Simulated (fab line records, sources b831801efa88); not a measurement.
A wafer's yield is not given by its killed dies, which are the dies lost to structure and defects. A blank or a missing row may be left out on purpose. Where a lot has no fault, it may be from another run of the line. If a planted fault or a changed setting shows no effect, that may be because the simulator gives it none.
A lot that was struck, set against a sound lot || flow gf180mcu || 15 steps out of a route of 602
Sound: wafers L888.2, L888.3, L888.6. Wafers L881.2, L881.3, L881.6 were the ones struck. The cause is given at the end.
Per side, at each step with rows, come the tool, then ch with its chambers, and then its first start. Under that, the readings that differ: sound wafers || struck wafers || difference of the means || sigmas: that difference in standard deviations of wafers without a fault.
alike: same words and numbers on both sides, and readings whose means sit less than 2 such deviations apart. not compared: any withheld reading, any reading some wafer has no value for, any bound like >300 that may hide the same value, and any number with overlapping values for which the record gives no deviation.
Wherever a step has rows on one side only, a row that says differs or no value, or a row with sigmas, the two part there. Numbers that don't overlap but have no deviation are shown without sigmas and don't part them. A reading that every wafer of one side lacks parts them only if that side has two wafers or more.

first, 4 steps without rows for these wafers: GF_M1_SOFTBAKE_10 (time 60 s); GF_M1_EXPOSE_11 (exposes mask Metal1, target cd 230 nm); GF_M1_PEB_12 (peb time 90 s); GF_M1_DEVELOP_13 (develop time 60 s).
GF_M1_CD_MEAS_14 targets a cd of 230 nm.
  sound: cd_sem-02 at day 22 22:20; struck: cd_sem-01 at day 20 16:06
  alike: cd_nm
GF_M1_OVL_MEAS_15:
  sound: overlay-01 at day 22 22:27; struck: overlay-02 at day 20 16:13
  alike: M1_OVL
GF_M1_METAL_ETCH_16: etches the open film in Cl2/BCl3, stops on SiO2, target depth 627.5 nm, time 104.6 s.
  sound on rie_metal-01 ch 0,1, day 22 22:29; struck on rie_metal-01 ch 1, day 20 16:17
  alike: drypump_motor_current_A, oes_product_au, throttle_valve_pct
  not compared: rf_hours_counter_h
GF_M1_STRIP_17: strips in O2/N2.
  sound on plasma_asher-03 ch 0, day 22 22:35; struck on plasma_asher-03 ch 0, day 20 16:28
  alike: drypump_motor_current_A, heater_power_w, oes_product_au, strip_time_to_endpoint_s
  not compared: rf_hours_counter_h
then, 3 steps without rows for these wafers: GF_M1_STRIP_18 (strips in post etch residue remover, time 1200 s); GF_M1_CLEAN_19 (cleans in DIW); GF_V1_CVD_00 (deposits SiO2, target thk 600 nm, time 100 s).
GF_V1_THK_MEAS_01:
  sound: film_metro-01 at day 22 23:22; struck: film_metro-02 at day 20 17:05
  alike: V1_CVD_00_THK
GF_V1_CVD_02: deposits SiO2 from TEOS, target thk 850 nm, time 94.851 s.
  sound on pecvd-01 ch 0,1,2, day 22 23:25; struck on pecvd-02 ch 0,2, day 20 17:08
{"reading": "run_length_s (s)", "sound": "122.6 121.9 122.5", "struck": "125.3 125.8 125.0", "difference": "+3.0", "sigmas": "+5"}
{"reading": "model.SiO2_of_V1_CVD_02.thk_nm (nm)", "sound": "835.2 832 857.6", "struck": "858.8 865.2 882.5", "difference": "+27.2", "sigmas": ""}
  alike: heater_power_w
GF_V1_THK_MEAS_03:
  sound: film_metro-01 at day 22 23:29; struck: film_metro-04 at day 20 17:13
{"reading": "V1_CVD_02_THK (nm)", "sound": "835 832 858", "struck": "859 865 882", "difference": "+27", "sigmas": "+2"}
-- the record jumps here: 11 days lie between the struck wafers' starts before and after (it left off in module V1 and takes up again in module PASSIVATION, whose first step shown is number 602 of the route) --
GF_PASSIVATION_PROBE_99:
  rows exist in the record for the struck wafers here (prober-02, day 31 19:38), but not for the sound ones

== WHERE THEY PART ==
At GF_V1_CVD_02 first; at GF_PASSIVATION_PROBE_99 last (within this record only).

WHY: the cause the simulator had injected
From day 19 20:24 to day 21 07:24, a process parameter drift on pecvd-02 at GF_V1_CVD_02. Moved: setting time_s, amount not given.
